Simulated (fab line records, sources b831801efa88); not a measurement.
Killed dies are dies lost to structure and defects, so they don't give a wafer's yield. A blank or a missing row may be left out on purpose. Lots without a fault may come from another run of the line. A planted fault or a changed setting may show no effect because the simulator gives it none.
fab line records | flow sky130
record lots=7 wafers=21 last_day=50
route steps=708 shown FIELD_ISO@21 NWELL@32 DNWELL@35 PWDE@45 PAD_OPEN@708
lots that met no fault: from a run of the same line without faults
start_h: hours from the record's first day to the start of the lot's first wafer shown | wait_h: hours since the lot's step before | " the same as in the row above | L1.1+2: a row that stands for several wafers | - no value, or no start given | * or withheld: withheld | < > ~ a bound
route shown NAME@n: a module of which the file shows steps, and the number in the route of the first | usual: mean/standard deviation of fault-free wafers | same: alike in all rows | chamber/n: place in a boat | sites: the reading at each site | _std_site: their standard deviation | _edge_site: outer sites' mean less inner sites' | radius_mm: how far each site lies from the wafer's centre | mask NAME#n: copy n | behind: the tool/chamber that last shaped the wafer | hold: why the lot was held/for how many hours/how that ended | device: the transistor (n, p or np) that didn't switch | end of line: the same wafers' tests at the end of the route | a step without rows: its recipe alone | killed: dies lost to structure and defects at the first sort, not the wafer's yield | map: a wafer's dies, x killed, . not, _ none there
set.NAME: the setting as run; set.NAME@STEP: as run at that earlier step | model.NAME: the simulator's own value behind a step, which no gauge read
lots at some steps of the route; a table a step, a row a wafer
services: from which hour (start_h, from the record's first day; less than 0 if before it) a tool's chamber was out of use, for how many hours, and why
## steps
# step SKY_FIELD_ISO_CLEAN_20
# recipe chemistry=dHF time_s=20 dilution=100:1
# step SKY_FIELD_ISO_WET_ETCH_21
# recipe chemistry=dHF dilution=100:1 target_depth_nm=20 dry=ipa_marangoni target=SiO2 temp_c=25 time_s=400
# step SKY_FIELD_ISO_OXIDATION_22
# recipe temp_c=950 ambient=O2 stabilise_s=600 purge_s=300 target_thk_a=100 ox_time_s=623
# step SKY_FIELD_ISO_THK_MEAS_23
# recipe reads=SiO2_of_FIELD_ISO_OXIDATION_22
# usual FIELD_ISO_OXIDATION_01_THK=9.95/0.17
# columns lot.wafer tool chamber start_h wait_h FIELD_ISO_OXIDATION_01_THK[nm]
L662.1 film_metro-02 - 30.29 0.0 9.86
L662.2 " - " " 9.86
L662.4 " - " " 9.86
L663.2 film_metro-04 - 34.90 0.0 9.93
L663.4 " - " " 9.83
L663.5 " - " " 10.08
L665.2 film_metro-04 - 47.14 0.0 9.95
L665.3 " - " " 9.88
L665.5 " - " " 9.98
L669.1 film_metro-02 - 75.25 0.0 9.71
L669.2 " - " " 9.85
L669.4 " - " " 9.84
L670.1 film_metro-01 - 79.23 0.0 10.52
L670.4 " - " " 10.43
L670.5 " - " " 10.26
L682.2 film_metro-04 - 136.14 0.0 10.05
L682.3 " - " " 9.92
L682.4 " - " " 9.99
L684.3 film_metro-02 - 148.19 0.0 9.77
L684.5 " - " " 9.69
L684.6 " - " " 9.74
# step SKY_FIELD_ISO_CVD_24
# recipe material=SiO2 target_thk_nm=595 temp_c=650 sigma_open_frac=0.3 time_s=99.2 sih4_flow_sccm=60 pressure_mtorr=6
# step SKY_FIELD_ISO_THK_MEAS_25
# recipe reads=SiO2_of_FIELD_ISO_CVD_24
# usual FIELD_ISO_CVD_24_THK=597/6.6
# columns lot.wafer tool chamber start_h wait_h FIELD_ISO_CVD_24_THK[nm]
L662.1 film_metro-01 - 30.42 0.0 588
L662.2 " - " " 578
L662.4 " - " " 575
L663.2 film_metro-04 - 35.03 0.0 607
L663.4 " - " " 593
L663.5 " - " " 603
L665.2 film_metro-02 - 47.27 0.0 599
L665.3 " - " " 589
L665.5 " - " " 589
L669.1 film_metro-01 - 75.38 0.0 599
L669.2 " - " " 591
L669.4 " - " " 585
L670.1 film_metro-04 - 79.36 0.0 597
L670.4 " - " " 597
L670.5 " - " " 609
L682.2 film_metro-01 - 136.27 0.0 599
L682.3 " - " " 597
L682.4 " - " " 602
L684.3 film_metro-04 - 148.32 0.1 592
L684.5 " - " " 595
L684.6 " - " " 601
# step SKY_FIELD_ISO_ANNEAL_26
# recipe temp_c=1000 time_s=1800 ambient=N2
# step SKY_FIELD_ISO_CMP_27
# recipe stop_on=Si3N4 t_overpolish_s=16 down_force_psi=4 platen_rpm=60 target_thk_nm=457.8 pad_velocity_m_s=0.94248
# usual motor_current_A=12.6/1.2 overpolish_run_s=16.000/0.0099 time_to_endpoint_s=113/4.3
# columns lot.wafer tool chamber start_h wait_h motor_current_A overpolish_run_s time_to_endpoint_s
L662.1 cmp-02 1 32.14 0.0 13.5 16.006 115
L662.2 " 2 " " 12.7 16.011 109
L662.4 " 0 " " 12.6 16.015 111
L663.2 cmp-02 0 36.69 0.1 12.8 15.989 112
L663.4 " 1 " " 14.0 15.987 117
L663.5 " 0 " " 12.1 15.992 116
L665.3 cmp-02 0 51.49 0.0 13.0 15.999 112
L665.2 " 3 " " 12.3 15.993 115
L665.5 " 0 " " 12.6 16.014 112
L669.2 cmp-02 1 79.61 0.0 14.0 15.985 113
L669.1 " 3 " " 13.2 16.010 113
L669.4 " 0 " " 12.8 15.999 112
L670.4 cmp-02 3 82.19 0.1 13.2 16.014 119
L670.1 " 0 " " 12.2 15.992 113
L670.5 " 2 " " 12.8 15.992 114
L682.3 cmp-02 0 137.82 0.0 12.0 16.008 111
L682.2 " 2 " " 13.5 15.987 111
L682.4 " 3 " " 12.7 16.012 111
L684.3 cmp-02 3 150.97 0.1 13.3 16.000 114
L684.6 " 2 " " 13.5 15.996 118
L684.5 " 3 " " 12.8 16.003 114
# step SKY_FIELD_ISO_WET_ETCH_28
# recipe chemistry=dHF target_depth_nm=23.7 target=SiO2 dilution=10:1 temp_c=25 time_s=47
# step SKY_FIELD_ISO_WET_ETCH_29
# recipe chemistry=H3PO4 target_depth_nm=160 target=Si3N4 temp_c=160 time_s=1825
# step SKY_FIELD_ISO_WET_ETCH_30
# recipe chemistry=dHF target_depth_nm=25 target=SiO2 dilution=10:1 temp_c=25 time_s=50
# step SKY_NWELL_CLEAN_00
# recipe chemistry=SC1/SC2 mix=1:4:20 temp_c=70 time_s=150 dry=n2_spin
# step SKY_NWELL_OXIDATION_01
# recipe temp_c=900 ambient=O2 stabilise_s=600 purge_s=300 target_thk_a=100 ox_time_s=1418
# usual tube_center_temp_C_max=902.3/0.36 zone_power_bottom_pct=28.9/1.3
# columns lot.wafer tool chamber start_h wait_h tube_center_temp_C_max zone_power_bottom_pct
L662.1 furnace-02 0 33.20 0.1 901.9 27.7
L662.2 " 0 " " 902.0 27.4
L662.4 " 0 " " 901.9 27.2
L663.2 furnace-01 0 37.66 0.0 902.0 30.4
L663.4 " 0 " " 902.7 30.2
L663.5 " 0 " " 902.2 29.7
L663.2 furnace-01 0 39.22 0.2 902.3 29.9
L663.4 " 0 " " 902.3 30.7
L663.5 " 0 " " 902.0 30.4
L665.2 furnace-01 0 59.71 7.3 902.4 29.9
L665.3 " 0 " " 902.4 29.8
L665.5 " 0 " " 902.1 30.4
L669.1 furnace-01 0 82.14 1.6 902.4 29.7
L669.2 " 0 " " 902.2 30.2
L669.4 " 0 " " 902.0 30.5
L669.1 furnace-01 0 84.88 1.3 903.0 30.0
L669.2 " 0 " " 902.2 30.0
L669.4 " 0 " " 902.4 29.9
L670.1 furnace-02 0 83.91 0.8 902.2 27.7
L670.4 " 0 " " 902.0 27.3
L670.5 " 0 " " 901.9 27.1
L670.1 furnace-01 0 86.06 0.8 902.2 30.0
L670.4 " 0 " " 902.6 30.0
L670.5 " 0 " " 903.4 30.1
L682.2 furnace-02 0 138.73 0.0 902.7 27.4
L682.3 " 0 " " 901.9 27.6
L682.4 " 0 " " 902.1 27.2
L684.3 furnace-01 0 153.66 1.8 902.8 30.5
L684.5 " 0 " " 902.3 30.2
L684.6 " 0 " " 902.0 29.8
# step SKY_NWELL_THK_MEAS_02
# recipe reads=SiO2_of_NWELL_OXIDATION_01
# usual NWELL_OXIDATION_THK=9.97/0.16
# columns lot.wafer tool chamber start_h wait_h NWELL_OXIDATION_THK[nm]
L662.1 film_metro-01 - 34.59 0.0 9.78
L662.2 " - " " 9.96
L662.4 " - " " 10.05
L663.2 film_metro-03 - 40.63 0.0 16.25
L663.4 " - " " 16.31
L663.5 " - " " 16.06
L665.2 film_metro-01 - 61.12 0.0 10.04
L665.3 " - " " 10.26
L665.5 " - " " 9.90
L669.1 film_metro-03 - 86.28 0.0 16.17
L669.2 " - " " 16.58
L669.4 " - " " 16.44
L670.1 film_metro-02 - 87.45 0.0 16.06
L670.4 " - " " 15.92
L670.5 " - " " 16.33
L682.2 film_metro-01 - 140.14 0.0 9.94
L682.3 " - " " 9.87
L682.4 " - " " 10.03
L684.3 film_metro-02 - 155.07 0.0 9.62
L684.5 " - " " 9.60
L684.6 " - " " 9.69
# step SKY_DNWELL_DEHYDRATE_00
# recipe temp_c=200 time_s=60
# step SKY_DNWELL_HMDS_01
# recipe prime_time_s=60 prime_temp_c=120
# step SKY_DNWELL_COAT_02
# recipe spin_rpm=2000 resist_thk_nm=3000
# step SKY_DNWELL_SOFTBAKE_03
# recipe temp_c=110 time_s=withheld
# step SKY_DNWELL_EXPOSE_04
# recipe mask_id=DNM na=0.57 target_cd_nm=3000 dose_mj=222
# step SKY_DNWELL_PEB_05
# recipe temp_c=115 time_s=withheld
# step SKY_DNWELL_DEVELOP_06
# recipe wall_angle_deg=90 developer=TMAH develop_time_s=60 dev_temp_c=23
# step SKY_DNWELL_IMPLANT_07
# recipe species=P energy_kev=withheld dose_cm2=withheld tilt_deg=withheld
# step SKY_DNWELL_STRIP_08
# recipe chemistry=O2/N2 power_w=1400 pressure_mtorr=1500 platen_temp_c=withheld o2_flow_sccm=3000 n2_flow_sccm=300 overash_fraction=0.5
# usual drypump_motor_current_A=5.66/0.22 oes_product_au=0.722/0.0045 strip_time_to_endpoint_s=36.92/0.095
# columns lot.wafer tool chamber start_h wait_h drypump_motor_current_A oes_product_au rf_hours_counter_h strip_time_to_endpoint_s
L662.1 plasma_asher-04 1 50.34 0.1 5.31 0.717 38 36.92
L662.2 " 0 " " 5.71 0.719 38 36.80
L662.4 " 0 " " 5.69 0.727 - 36.82
L663.2 plasma_asher-04 0 54.94 0.1 5.70 0.724 38 36.84
L663.4 " 1 " " 5.30 0.716 - 36.91
L663.5 " 0 " " 5.70 0.723 - 36.89
L665.2 plasma_asher-03 0 77.08 0.1 5.43 0.717 38 36.85
L665.3 " 1 " " 5.84 0.723 - 37.02
L665.5 " 1 " " 5.89 0.724 - 36.90
L669.1 plasma_asher-03 0 101.29 0.1 5.42 0.716 41 36.99
L669.2 " 1 " " 5.87 0.722 41 36.96
L669.4 " 0 " " 5.40 0.723 - 37.11
L670.1 plasma_asher-04 1 103.54 0.1 5.30 0.719 43 36.78
L670.4 " 0 " " 5.70 0.721 - 36.79
L670.5 " 1 " " 5.33 0.717 - 36.74
L682.2 plasma_asher-04 0 160.54 0.1 5.69 0.725 4 36.96
L682.3 " 1 " " 5.27 0.725 - 36.97
L682.4 " 0 " " 5.69 0.727 - 37.00
L684.3 plasma_asher-03 1 174.96 0.1 5.82 0.729 - 36.96
L684.5 " 1 " " 5.84 0.725 - 36.92
L684.6 " 0 " " 5.47 0.729 - 36.88
# step SKY_DNWELL_TW_MEAS_09
# usual DNWELL_TW=1113/6.4
# columns lot.wafer tool chamber start_h wait_h DNWELL_TW
L662.1 film_metro-03 - 50.44 0.1 1112
L662.2 " - " " 1121
L662.4 " - " " 1123
L663.2 film_metro-01 - 55.07 0.1 1125
L663.4 " - " " 1130
L663.5 " - " " 1128
L665.2 film_metro-03 - 77.19 0.1 1110
L665.3 " - " " 1108
L665.5 " - " " 1109
L669.1 film_metro-02 - 101.39 0.1 1109
L669.2 " - " " 1106
L669.4 " - " " 1107
L670.1 film_metro-03 - 103.64 0.1 1114
L670.4 " - " " 1111
L670.5 " - " " 1111
L682.2 film_metro-03 - 160.65 0.1 1108
L682.3 " - " " 1115
L682.4 " - " " 1112
L684.3 film_metro-01 - 175.05 0.1 1122
L684.5 " - " " 1120
L684.6 " - " " 1117
# step SKY_PWDE_DEHYDRATE_00
# recipe temp_c=200 time_s=60
# step SKY_PWDE_HMDS_01
# recipe prime_time_s=60 prime_temp_c=120
# step SKY_PWDE_COAT_02
# recipe spin_rpm=2000 resist_thk_nm=3000
# step SKY_PWDE_SOFTBAKE_03
# recipe temp_c=110 time_s=withheld
# step SKY_PWDE_EXPOSE_04
# recipe mask_id=PWDEM na=0.6 source_shape=conventional sigma_outer=0.6 polarization=unpolarized target_cd_nm=840 dose_mj=214
# step SKY_PWDE_PEB_05
# recipe temp_c=115 time_s=withheld
# step SKY_PWDE_DEVELOP_06
# recipe wall_angle_deg=90 developer=TMAH develop_time_s=60 dev_temp_c=23
# step SKY_PWDE_OVL_MEAS_07
# usual PWDE_OVL=1.1/1.2
# columns lot.wafer tool chamber start_h wait_h PWDE_OVL[nm]
L662.1 overlay-01 - 65.38 - -0.3
L662.2 " - " " -2.7
L662.4 " - " " 1.0
L663.2 overlay-01 - 70.78 - 0.5
L663.4 " - " " 0.7
L663.5 " - " " 0.1
L665.2 overlay-02 - 94.64 - 2.3
L665.3 " - " " 2.6
L665.5 " - " " 1.7
L669.1 overlay-01 - 119.64 - 1.9
L669.2 " - " " 3.7
L669.4 " - " " 2.3
L670.1 overlay-02 - 122.19 - -0.1
L670.4 " - " " -0.2
L670.5 " - " " -0.8
L682.2 overlay-01 - 180.18 - -0.3
L682.3 " - " " 0.2
L682.4 " - " " 1.5
L684.3 overlay-01 - 196.95 - -0.1
L684.5 " - " " 1.1
L684.6 " - " " 1.0
# step SKY_PWDE_IMPLANT_08
# recipe species=B energy_kev=150 dose_cm2=3.6e+12 tilt_deg=withheld
# step SKY_PWDE_STRIP_09
# recipe chemistry=O2/N2 power_w=1400 pressure_mtorr=1500 platen_temp_c=withheld o2_flow_sccm=3000 n2_flow_sccm=300 overash_fraction=0.5
# usual drypump_motor_current_A=5.7/0.31 oes_product_au=0.723/0.0046 strip_time_to_endpoint_s=36.93/0.087
# columns lot.wafer tool chamber start_h wait_h drypump_motor_current_A oes_product_au rf_hours_counter_h strip_time_to_endpoint_s
L662.1 plasma_asher-04 1 65.56 0.1 5.3 0.729 39 36.89
L662.2 " 0 " " 5.7 0.728 39 36.94
L662.4 " 1 " " 5.3 0.715 - 36.84
L663.2 plasma_asher-03 1 70.96 0.1 5.9 0.716 37 36.88
L663.4 " 0 " " 5.4 0.717 - 36.93
L663.5 " 1 " " 5.8 0.720 - 36.77
L665.2 plasma_asher-03 1 94.82 0.1 5.8 0.721 40 36.90
L665.3 " 0 " " 5.4 0.729 - 37.06
L665.5 " 1 " " 5.9 0.726 - 36.87
L669.1 plasma_asher-03 1 119.82 0.1 5.8 0.724 43 36.96
L669.2 " 0 " " 5.4 0.725 43 36.88
L669.4 " 1 " " 5.9 0.716 - 37.04
L670.1 plasma_asher-04 1 122.37 0.1 5.4 0.729 0 36.93
L670.4 " 0 " " 5.7 0.714 - 36.90
L670.5 " 0 " " 5.7 0.717 - 36.89
L682.2 plasma_asher-01 1 180.36 0.1 5.8 0.722 37 37.15
L682.3 " 1 " " 5.8 0.724 - 37.03
L682.4 " 0 " " 6.3 0.720 - 36.90
L684.3 plasma_asher-01 0 197.15 0.1 6.3 0.725 - 36.91
L684.5 " 1 " " 5.8 0.715 - 36.87
L684.6 " 0 " " 6.3 0.724 - 36.97
# step SKY_PWDE_TW_MEAS_10
# usual PWDE_TW=373.0/2.1
# columns lot.wafer tool chamber start_h wait_h PWDE_TW
L662.1 film_metro-01 - 65.66 0.1 377.4
L662.2 " - " " 376.2
L662.4 " - " " 374.9
L663.2 film_metro-01 - 71.07 0.1 374.3
L663.4 " - " " 374.7
L663.5 " - " " 377.7
L665.2 film_metro-01 - 94.93 0.1 373.6
L665.3 " - " " 371.6
L665.5 " - " " 373.7
L669.1 film_metro-02 - 119.92 0.1 371.5
L669.2 " - " " 371.1
L669.4 " - " " 371.3
L670.1 film_metro-02 - 122.47 0.1 370.5
L670.4 " - " " 371.8
L670.5 " - " " 372.3
L682.2 film_metro-01 - 180.47 0.1 374.2
L682.3 " - " " 372.9
L682.4 " - " " 372.8
L684.3 film_metro-02 - 197.24 0.1 373.2
L684.5 " - " " 373.0
L684.6 " - " " 373.9
# step SKY_NWELL_DEHYDRATE_03
# recipe temp_c=200 time_s=60
# step SKY_NWELL_HMDS_04
# recipe prime_time_s=60 prime_temp_c=120
# step SKY_NWELL_COAT_05
# recipe spin_rpm=2000 resist_thk_nm=3000
# step SKY_NWELL_SOFTBAKE_06
# recipe temp_c=110 time_s=withheld
# step SKY_NWELL_EXPOSE_07
# recipe mask_id=NWM na=0.6 source_shape=conventional sigma_outer=0.6 polarization=unpolarized target_cd_nm=840 dose_mj=255
# step SKY_NWELL_PEB_08
# recipe temp_c=115 time_s=withheld
# step SKY_NWELL_DEVELOP_09
# recipe wall_angle_deg=90 developer=TMAH develop_time_s=60 dev_temp_c=23
# step SKY_NWELL_CLEAN_27
# recipe chemistry=SC1/SC2 mix=1:4:20 temp_c=70 time_s=150 dry=n2_spin
# columns lot.wafer tool chamber start_h wait_h model.SiO2_of_NWELL_OXIDATION_01.thk_nm
L662.1 wet_bench-04 3 100.12 0.1 9.468
L662.2 " 3 " " 9.617
L662.4 " 3 " " 9.655
L663.2 wet_bench-01 1 106.02 0.0 15.86
L663.4 " 1 " " 15.94
L663.5 " 1 " " 15.72
L665.2 wet_bench-04 0 133.48 0.0 9.677
L665.3 " 0 " " 9.909
L665.5 " 0 " " 9.607
L669.1 wet_bench-04 1 162.02 0.1 15.85
L669.2 " 1 " " 16.23
L669.4 " 1 " " 16.09
L670.1 wet_bench-04 3 162.63 0.1 15.76
L670.4 " 3 " " 15.6
L670.5 " 3 " " 15.97
L682.2 wet_bench-04 1 226.23 0.0 9.622
L682.3 " 1 " " 9.551
L682.4 " 1 " " 9.691
L684.3 wet_bench-01 2 244.17 0.0 9.276
L684.5 " 2 " " 9.302
L684.6 " 2 " " 9.337
# step SKY_PAD_OPEN_PROBE_99
# usual killed_at_M0_to_M3=42/6.2 killed_at_M4_up=3.0/1.8 killed_at_contacts=25/5.9 killed_at_front_end=15/4.5 killed_at_other=0.2/0.45 killed_dies=85/9.9 killed_open=47/6.7 killed_short=39/6.4
# same gross_dies=492 killed_at_back_side=0
# columns lot.wafer tool chamber start_h wait_h killed_at_M0_to_M3 killed_at_M4_up killed_at_contacts killed_at_front_end killed_at_other killed_dies killed_open killed_short model.etest.nfet_16v.r_on_ohm_um model.etest.tip_p.rs_ohm_sq model.etest.pfet_01v8.r_on_ohm_um model.etest.pfet_g5v0d10v5.r_on_ohm_um model.etest.res_pwell_under_gate.rs_ohm_sq model.etest.sonos_erased.drive_ua_um model.etest.pfet_01v8_mvt.drive_ua_um model.etest.pfet_01v8.drive_ua_um
L662.1 prober-01 - 1085.99 0.1 51 7 30 4 0 92 48 44 1.411e+04 6898 2869 4675 2294 187.2 152.4 195.7
L662.2 prober-01 - 1086.04 0.1 39 0 44 6 0 89 49 40 1.416e+04 6927 2970 4664 2322 180.4 148.5 186.4
L662.4 prober-01 - 1086.14 0.2 37 5 22 11 1 76 42 34 1.418e+04 6943 2938 4673 2312 204.6 147.6 187.4
L663.2 prober-02 - 1088.10 0.1 32 2 20 15 1 70 46 24 1.347e+04 7103 3033 4863 2329 160.2 140 180.9
L663.4 prober-02 - 1088.20 0.2 30 1 20 18 0 69 36 33 1.352e+04 7055 3054 4876 2335 200.9 140.1 180.3
L663.5 prober-02 - 1088.25 0.2 38 3 33 16 0 90 44 46 1.364e+04 7044 3009 4822 2341 195.5 138.9 181.2
L665.2 prober-02 - 1108.39 0.1 31 0 34 13 0 78 46 32 1.398e+04 6853 2817 4723 2281 164 158.5 202.6
L665.3 prober-02 - 1108.44 0.2 32 3 33 14 0 82 48 34 1.403e+04 6832 2786 4724 2288 198.5 157 201.4
L665.5 prober-02 - 1108.54 0.2 44 3 24 20 0 91 51 40 1.409e+04 6778 2750 4696 2265 194.5 161.3 204.9
L669.1 prober-02 - 1145.44 0.1 44 5 30 13 0 92 53 39 1.376e+04 7284 3197 4887 2331 196.6 130.4 169.8
L669.2 prober-02 - 1145.49 0.1 43 3 20 15 1 82 54 28 1.38e+04 7345 3130 4944 2337 146.7 130.4 173.1
L669.4 prober-02 - 1145.59 0.2 41 4 23 14 0 82 44 38 1.376e+04 7270 3156 4910 2320 158.1 130.3 170.7
L670.1 prober-01 - 1148.84 0.1 40 1 20 17 0 78 38 40 1.326e+04 7139 3085 4856 2335 185.6 138.4 177
L670.4 prober-01 - 1148.99 0.2 40 1 22 23 0 86 51 35 1.331e+04 7079 3055 4789 2331 145.5 139.5 179.8
L670.5 prober-01 - 1149.04 0.2 49 1 34 17 0 101 61 40 1.326e+04 7140 3151 4892 2330 155.1 134.3 171.3
L682.2 prober-01 - 1192.34 0.1 43 2 26 17 0 88 51 37 1.406e+04 6919 2994 4722 2276 152.8 147.6 185.2
L682.3 prober-01 - 1192.39 0.2 36 3 18 22 1 80 47 33 1.424e+04 6895 2937 4722 2259 220.7 149.6 189.7
L682.4 prober-01 - 1192.44 0.2 33 0 19 26 0 78 44 34 1.418e+04 6915 3007 4779 2265 175.1 144.8 184.3
L684.3 prober-02 - 1203.80 0.2 46 2 31 12 1 92 61 31 1.416e+04 6820 2895 4819 2310 196.7 150.7 192.6
L684.5 prober-02 - 1203.90 0.2 47 1 17 11 0 76 44 32 1.406e+04 6831 2853 4776 2289 192.8 153.7 196.7
L684.6 prober-02 - 1203.95 0.2 43 2 20 15 1 81 47 34 1.411e+04 6806 2892 4862 2319 198 150.4 191.6
# killed by level:class
L662.1 VIA1:geometric_particle:open=18 CONTACT:geometric_particle:open=11 LOCAL_INTERCONNECT:geometric_particle:short=8 METAL1:geometric_particle:short=7 VIA1:geometric_particle:short=6 LI_CONTACT:geometric_particle:open=5 METAL2:geometric_particle:short=5 METAL4:geometric_particle:short=4
L662.2 CONTACT:geometric_particle:open=19 LOCAL_INTERCONNECT:geometric_particle:short=9 VIA3:geometric_particle:open=8 VIA1:geometric_particle:open=7 LI_CONTACT:geometric_particle:short=6 METAL1:geometric_particle:short=6 LI_CONTACT:geometric_particle:open=5 CONTACT:geometric_particle:short=4
L662.4 VIA1:geometric_particle:open=14 CONTACT:geometric_particle:open=10 VIA2:geometric_particle:open=6 METAL1:geometric_particle:short=5 POLY_GATE:geometric_particle:short=5 LOCAL_INTERCONNECT:geometric_particle:short=5 VIA1:geometric_particle:short=4 METAL4:geometric_particle:short=4
L663.2 CONTACT:geometric_particle:open=8 VIA1:geometric_particle:open=8 POLY_GATE:geometric_particle:open=7 LI_CONTACT:geometric_particle:open=5 FIELD_ISO:geometric_particle:open=4 VIA2:geometric_particle:open=4 POLY_GATE:geometric_particle:short=3 VIA1:geometric_particle:short=3
L663.4 VIA1:geometric_particle:open=8 POLY_GATE:geometric_particle:short=7 LI_CONTACT:geometric_particle:open=7 CONTACT:geometric_particle:open=7 VIA3:geometric_particle:open=5 METAL2:geometric_particle:short=5 METAL1:geometric_particle:short=4 FIELD_ISO:geometric_particle:short=3
L663.5 VIA1:geometric_particle:open=13 CONTACT:geometric_particle:open=11 POLY_GATE:geometric_particle:short=8 METAL2:geometric_particle:short=8 LI_CONTACT:geometric_particle:open=7 CONTACT:geometric_particle:short=7 LOCAL_INTERCONNECT:geometric_particle:short=6 VIA3:geometric_particle:open=6
L665.2 LI_CONTACT:geometric_particle:open=14 CONTACT:geometric_particle:open=10 VIA1:geometric_particle:open=6 VIA1:geometric_particle:short=5 VIA2:geometric_particle:open=5 FIELD_ISO:geometric_particle:open=4 METAL1:geometric_particle:short=4 LOCAL_INTERCONNECT:geometric_particle:short=4
L665.3 LI_CONTACT:geometric_particle:open=12 VIA1:geometric_particle:open=10 LI_CONTACT:geometric_particle:short=7 CONTACT:geometric_particle:short=6 VIA3:geometric_particle:open=6 VIA2:geometric_particle:open=6 POLY_GATE:geometric_particle:short=5 POLY_GATE:geometric_particle:open=5
L665.5 VIA3:geometric_particle:open=10 CONTACT:geometric_particle:open=9 VIA1:geometric_particle:open=8 VIA2:geometric_particle:open=7 LI_CONTACT:geometric_particle:open=6 VIA1:geometric_particle:short=6 FIELD_ISO:geometric_particle:short=5 POLY_GATE:geometric_particle:short=5
L669.1 VIA1:geometric_particle:open=21 CONTACT:geometric_particle:open=12 LI_CONTACT:geometric_particle:open=9 FIELD_ISO:geometric_particle:short=5 POLY_GATE:geometric_particle:short=5 CONTACT:geometric_particle:short=4 LI_CONTACT:geometric_particle:short=3 METAL1:geometric_particle:short=3
L669.2 VIA1:geometric_particle:open=10 LI_CONTACT:geometric_particle:open=8 CONTACT:geometric_particle:open=8 VIA2:geometric_particle:open=8 METAL2:geometric_particle:short=7 POLY_GATE:geometric_particle:open=5 VIA1:geometric_particle:short=5 FIELD_ISO:geometric_particle:open=3
L669.4 VIA1:geometric_particle:open=13 LI_CONTACT:geometric_particle:open=8 CONTACT:geometric_particle:short=7 METAL1:geometric_particle:short=5 CONTACT:geometric_particle:open=4 VIA1:geometric_particle:short=4 METAL2:geometric_particle:short=4 VIA3:geometric_particle:short=4
L670.1 VIA1:geometric_particle:open=9 FIELD_ISO:geometric_particle:short=8 VIA3:geometric_particle:open=8 VIA2:geometric_particle:short=5 LI_CONTACT:geometric_particle:open=5 LOCAL_INTERCONNECT:geometric_particle:short=5 CONTACT:geometric_particle:short=5 METAL2:geometric_particle:short=5
L670.4 LI_CONTACT:geometric_particle:open=10 CONTACT:geometric_particle:open=8 VIA2:geometric_particle:open=8 VIA1:geometric_particle:open=8 FIELD_ISO:geometric_particle:open=7 FIELD_ISO:geometric_particle:short=6 VIA3:geometric_particle:open=5 METAL1:geometric_particle:short=4
L670.5 CONTACT:geometric_particle:open=16 VIA3:geometric_particle:open=10 FIELD_ISO:geometric_particle:open=7 VIA1:geometric_particle:open=7 POLY_GATE:geometric_particle:open=6 CONTACT:geometric_particle:short=6 METAL2:geometric_particle:short=6 VIA2:geometric_particle:open=6
L682.2 CONTACT:geometric_particle:open=11 VIA3:geometric_particle:open=11 VIA1:geometric_particle:open=9 LI_CONTACT:geometric_particle:open=7 VIA1:geometric_particle:short=6 FIELD_ISO:geometric_particle:short=5 POLY_GATE:geometric_particle:open=5 VIA2:geometric_particle:open=5
L682.3 VIA1:geometric_particle:open=10 CONTACT:geometric_particle:open=8 POLY_GATE:geometric_particle:short=7 VIA2:geometric_particle:open=6 VIA3:geometric_particle:open=6 LI_CONTACT:geometric_particle:open=5 VIA1:geometric_particle:short=5 FIELD_ISO:geometric_particle:short=4
L682.4 LI_CONTACT:geometric_particle:open=8 VIA3:geometric_particle:open=7 SPACER:geometric_particle:short=6 CONTACT:geometric_particle:open=6 VIA1:geometric_particle:open=6 FIELD_ISO:geometric_particle:short=5 SPACER:geometric_particle:open=5 POLY_GATE:geometric_particle:open=4
L684.3 LI_CONTACT:geometric_particle:open=11 VIA1:geometric_particle:open=11 VIA2:geometric_particle:open=9 CONTACT:geometric_particle:open=8 METAL2:geometric_particle:short=7 LOCAL_INTERCONNECT:geometric_particle:open=6 METAL1:geometric_particle:short=5 VIA2:geometric_particle:short=4
L684.5 VIA1:geometric_particle:open=14 LI_CONTACT:geometric_particle:open=7 METAL1:geometric_particle:short=6 VIA1:geometric_particle:short=6 VIA2:geometric_particle:open=6 METAL2:geometric_particle:short=6 LI_CONTACT:geometric_particle:short=4 POLY_GATE:geometric_particle:open=3
L684.6 VIA1:geometric_particle:open=10 VIA2:geometric_particle:open=8 CONTACT:geometric_particle:open=6 FIELD_ISO:geometric_particle:open=5 VIA3:geometric_particle:open=5 LOCAL_INTERCONNECT:geometric_particle:short=4 CONTACT:geometric_particle:short=4 VIA2:geometric_particle:short=4
## services
# columns tool chamber start_h hours kind
cmp-02 - 12.70 6.3 pm
furnace-01 - 18.93 3.7 pm
cmp-02 - 37.86 3.2 repair
cmp-02 - 64.00 4.0 pm
cmp-02 - 68.00 - consumable_replace:conditioner
cmp-02 - 68.00 - consumable_replace:pad
cmp-02 - 82.44 17.9 pm
furnace-02 - 94.08 3.6 pm
furnace-01 - 98.35 3.5 pm
furnace-01 - 102.79 3.7 repair
plasma_asher-04 - 108.75 9.0 pm
plasma_asher-04 0 108.75 9.0 vent_cycle
plasma_asher-04 1 108.75 9.0 vent_cycle
plasma_asher-04 0 117.75 - clean
plasma_asher-04 1 117.75 - clean
plasma_asher-04 - 184.22 1.3 repair
furnace-01 - 186.93 3.4 pm
plasma_asher-04 - 207.64 2.8 pm
plasma_asher-03 - 214.92 2.8 pm
furnace-01 - 224.93 4.2 repair
furnace-01 - 234.79 9.1 pm
plasma_asher-01 - 236.45 2.8 pm
## key
first_sign step=SKY_NWELL_OXIDATION_01 reading=visit direction=added
effect step=SKY_NWELL_THK_MEAS_02 reading=NWELL_OXIDATION_THK direction=up sigmas=40 usual=9.97 struck=16.24
model_effect step=SKY_NWELL_CLEAN_27 value=SiO2_of_NWELL_OXIDATION_01.thk_nm without=9.755 struck=15.89
model_effect step=SKY_PAD_OPEN_PROBE_99 value=etest.nfet_16v.r_on_ohm_um without=1.392e+04 struck=1.353e+04
met_at SKY_NWELL_OXIDATION_01
struck_wafers L663.2,L663.4,L663.5,L669.1,L669.2,L669.4,L670.1,L670.4,L670.5
tester_left_out L663,L669,L670
fault kind=repeated_step_whole tool=furnace-01,furnace-02 chamber=- onset_h=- steps=SKY_NWELL_OXIDATION_01 times=1 scope=struck_lots_only
# tester_left_out: of these lots the tester's yield and bins aren't shown, on N5 and GAA mostly nor the transistor test; their killed dies are dies lost to structure and defects alone, not to doping, threshold or leakage, so they don't give the yield
